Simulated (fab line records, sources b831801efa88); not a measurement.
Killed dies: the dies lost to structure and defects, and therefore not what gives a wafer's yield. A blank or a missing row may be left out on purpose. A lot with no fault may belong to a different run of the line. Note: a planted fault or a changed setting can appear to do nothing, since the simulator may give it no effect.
The tool behind it: which one?	flow sky130	12 lots with 36 wafers sampled at 3 steps, on a route of 708 steps

== WHAT EACH GAUGE READ, for each wafer ==
SKY_METAL2_OVL_MEAS_16.
lot	measured	on	METAL2_OVL (nm)
L113	day 34 18:06	overlay-02	-3 -3 2
L115	day 35 16:25	overlay-01	2 0 6
L116	day 36 14:25	overlay-01	-2 1 -1
L123	day 38 22:23	overlay-01	3 -4 0
L126	day 39 06:25	overlay-02	14 8 5
L125	day 39 06:51	overlay-02	-3 3 1
L128	day 39 23:57	overlay-01	9 7 8
L130	day 40 10:44	overlay-02	5 12 3
L132	day 41 05:29	overlay-02	7 2 6
L133	day 41 08:05	overlay-01	5 6 1
L134	day 41 14:04	overlay-01	-2 0 5
L136	day 42 00:43	overlay-01	-3 -1 -6

SKY_CAPM_THK_MEAS_01.
lot	measured	on	CAPM_CVD_00_THK (nm)
L113	day 35 23:49	filmMetro-04	15.60 15.57 16.03
L115	day 36 21:36	filmMetro-02	15.02 15.05 14.92
L116	day 37 18:56	filmMetro-03	15.70 15.86 15.78
L123	day 40 01:58	filmMetro-04	15.60 15.90 15.57
L126	day 40 10:03	filmMetro-04	15.31 15.64 15.33
L125	day 40 10:40	filmMetro-04	15.48 15.82 15.87
L128	day 41 02:43	filmMetro-04	15.64 15.53 15.58
L130	day 41 14:16	filmMetro-02	15.39 15.47 15.79
L132	day 42 08:51	filmMetro-04	15.88 15.90 15.93
L133	day 42 11:19	filmMetro-02	15.08 15.41 15.39
L134	day 42 17:25	filmMetro-02	15.04 15.12 15.35
L136	day 43 03:25	filmMetro-02	15.49 15.57 15.92

== WHAT TOOL EACH LOT RAN ON (gives the tool, then ch and the chambers of the sampled wafers, and finally the start) ==
lot	SKY_METAL2_SPUTTER_02
L113	pvdSputter-04, day 33 14:45
L115	pvdSputter-01, day 34 13:09
L116	pvdSputter-03, day 35 12:07
L123	pvdSputter-01, day 37 20:43
L126	pvdSputter-03, day 38 04:41
L125	pvdSputter-04, day 38 06:08
L128	pvdSputter-04, day 38 22:31
L130	pvdSputter-01, day 39 09:41
L132	pvdSputter-04, day 40 05:02
L133	pvdSputter-03, day 40 07:17
L134	pvdSputter-04, day 40 13:46
L136	pvdSputter-04, day 40 23:59
- SKY_METAL2_SPUTTER_02: material AlCu, target thk 250 nm, time 13.3 s.

== WHAT THE TOOLS THEMSELVES READ (means of the sampled wafers that have a number; where no wafer has one, the mark that the record gives instead) ==
SKY_METAL2_SPUTTER_02.
lot	tool	throttleValvePct (%)
L113	pvdSputter-04	30.4
L115	pvdSputter-01	29.5
L116	pvdSputter-03	30.5
L123	pvdSputter-01	29.3
L126	pvdSputter-03	30.7
L125	pvdSputter-04	29.5
L128	pvdSputter-04	29.4
L130	pvdSputter-01	29.1
L132	pvdSputter-04	30.5
L133	pvdSputter-03	30.1
L134	pvdSputter-04	29.3
L136	pvdSputter-04	30.4

== THE ANSWER, worked out from the rows above alone ==
Rule: what is usual is taken from the lots themselves. Put in order of their means at a reading, lots are off if they are a third of the lots or fewer, leave a main group of 4 or more, and stand apart from it by a gap of 3 or more times the standard deviation of the main group's means; of several such gaps the widest counts. A main group is skipped when, at the precision printed for the reading in the tables above, its means are all equal. A lot without any number at a reading at which 4 lots or more have one is off too. All remaining lots with rows at the step are treated as sound. First the gauges in route order, then the tools' own readings, where a lot's mean is used as printed above. At the first step where some lot is off, the reading lying furthest off is the one used; lots without a number count as furthest.
None of the lots is off at any reading shown; this tells nothing.

== WHAT WAS PUT IN BY THE SIMULATOR ==
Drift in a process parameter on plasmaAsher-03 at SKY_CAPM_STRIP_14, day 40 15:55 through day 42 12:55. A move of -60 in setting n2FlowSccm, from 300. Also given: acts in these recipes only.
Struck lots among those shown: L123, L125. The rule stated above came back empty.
